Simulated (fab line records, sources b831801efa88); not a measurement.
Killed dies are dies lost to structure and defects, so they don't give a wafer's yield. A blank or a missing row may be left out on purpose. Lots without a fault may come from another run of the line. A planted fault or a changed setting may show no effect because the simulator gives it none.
Which tool did it? | flow sky130 | 6 lots, 18 wafers sampled, at 1 step of a route of 708

WHAT THE GAUGES READ, wafer by wafer
SKY_FIELD_ISO_CD_MEAS_13: target cd 150 nm.
lot  | measured    | on        | cd_nm (nm)
L697 | day 2 15:19 | cd_sem-02 | 151.3 148.8 148.7
L698 | day 2 21:47 | cd_sem-01 | 150.8 151.7 150.1
L700 | day 3 06:46 | cd_sem-02 | 149.8 149.8 150.5
L705 | day 4 14:32 | cd_sem-01 | 148.2 148.1 148.1
L715 | day 6 13:44 | cd_sem-02 | 151.4 150.6 149.2
L718 | day 7 06:07 | cd_sem-02 | 150.9 150.1 152.1

WHICH TOOL RAN EACH LOT (tool, then ch and the chambers of the sampled wafers, then the start)
The record holds no process step before these readings.

THE ANSWER, worked out from the rows above alone
Rule: what is usual is taken from the lots themselves. Put in order of their means at a reading, lots are off if they are a third of the lots or fewer, leave a main group of 4 or more, and stand apart from it by a gap of 3 or more times the standard deviation of the main group's means; of several such gaps the widest counts. A main group whose means are all the same, to the digits that the tables above print for the reading, isn't used. A lot without any number at a reading at which 4 lots or more have one is off too. The other lots that the step has rows for count as sound.
No lot is off at any reading shown: from this, nothing can be told.

WHAT THE SIMULATOR HAD PUT IN
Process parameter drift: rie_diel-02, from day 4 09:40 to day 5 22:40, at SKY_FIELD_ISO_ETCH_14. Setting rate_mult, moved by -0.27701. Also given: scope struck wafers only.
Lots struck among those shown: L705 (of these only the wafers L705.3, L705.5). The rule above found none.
